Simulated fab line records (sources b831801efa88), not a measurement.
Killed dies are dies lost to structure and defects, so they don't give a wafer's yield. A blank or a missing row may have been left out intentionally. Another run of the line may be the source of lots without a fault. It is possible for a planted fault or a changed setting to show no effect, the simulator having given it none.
Code-filled problem report in 8D (eight disciplines) form    flow gf180mcu    the parts of the form that need people (team, actions taken, sign-off) are left out

## 1. THE PROBLEM
Wafers free of any fault read 269.0 (standard deviation 1.8) for VT_IMPLANT_3_TW at GF_VT_IMPLANT_TW_MEAS_32, against a mean of 144.8 on 6 wafers of 2 lots. Measured from the usual mean, that is -69 standard deviations.
First seen on wafer L498.2, day 11 00:51, on filmMetro-04. At this step, 39 wafers from 13 lots have a number in the record. By rule, "out" or "out of limits" means more than 4 standard deviations away from the usual mean. All remaining wafers that have a number are taken as sound.

## 2. WHAT THIS IS AND IS NOT
question                     is                          is not
which readings at this step  VT_IMPLANT_3_TW             -
which lots                   L498, L499                  L483, L484, L485, L486, L487, L488, L489, L490, L501, L503, L506
which wafers of those lots   all that have a number      -
read on which gauges         filmMetro-03, filmMetro-04  filmMetro-02
when                         from day 11 00:51           up to then (24 sound wafers); but 9 sound wafers of L501, L503, L506 came after

## 3. WHAT RULES OUT EACH SUSPECT
Counting: a tool stays on the suspect list if, at a process step up to the reading, it processed all lots that are out and no sound lot following the first of them.
- the gauge at GF_VT_IMPLANT_TW_MEAS_32 has been ruled out. 2 gauges (filmMetro-03, filmMetro-04) read the wafers that are out.
- implanter-03 at GF_VT_IMPLANT_IMPLANT_30: kept. Every lot that is out went through it, starting with L498 (day 11 00:37), and after that it ran no sound lot; the last sound lot it ran before then is L490 (day 9 00:11). On those wafers its own readings are out: doseIonsCm2, faradayCurrentUA.
Left after counting: implanter-03 at GF_VT_IMPLANT_IMPLANT_30.

## 4. THE CAUSE (what the simulator had put in)
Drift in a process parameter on implanter-03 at GF_VT_IMPLANT_IMPLANT_30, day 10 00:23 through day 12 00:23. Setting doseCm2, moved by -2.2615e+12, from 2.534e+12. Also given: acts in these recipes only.
After counting, this tool was the only one left.

## 5. THE EFFECT CHAIN, in route order
Each row: a reading where the mean over the struck wafers with a number is more than 3 standard deviations away from the usual. Only readings whose record carries a usual standard deviation are examined. hours: median over the lots of the time between each lot's start at the first step of this table that gives one and its start at this step. sigmas: the change, counted in usual standard deviations.
hours  step                      reading           usual       on struck wafers  change       sigmas
0      GF_VT_IMPLANT_IMPLANT_30  doseIonsCm2       2.5342e+12  2.7157e+11        -2.2626e+12  -99 or more
0      GF_VT_IMPLANT_IMPLANT_30  faradayCurrentUA  14.29       1.54              -12.75       -44
0      GF_VT_IMPLANT_TW_MEAS_32  VT_IMPLANT_3_TW   269.0       144.8             -124.2       -69
It contains these process steps:
- GF_VT_IMPLANT_IMPLANT_30
Later steps that measure or inspect, where all struck wafers having a row at the step show a number for every such reading and not one has moved that far: GF_VT_IMPLANT_RS_MEAS_49.

## 6. HOW IT WOULD HAVE BEEN CAUGHT EARLIER
In this record the first reading out of limits at a measuring or inspecting step was taken at day 11 00:51, 24 hours after the fault began at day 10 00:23.
The tool's own readings at GF_VT_IMPLANT_IMPLANT_30 were out on every struck wafer that the step has a row for (doseIonsCm2, faradayCurrentUA): an alarm limit on them would have fired on the first of those.
L499, from the lots that are out (2), started GF_VT_IMPLANT_IMPLANT_30 on implanter-03 later than day 11 00:51. A hold on the tool at that time would have spared it.
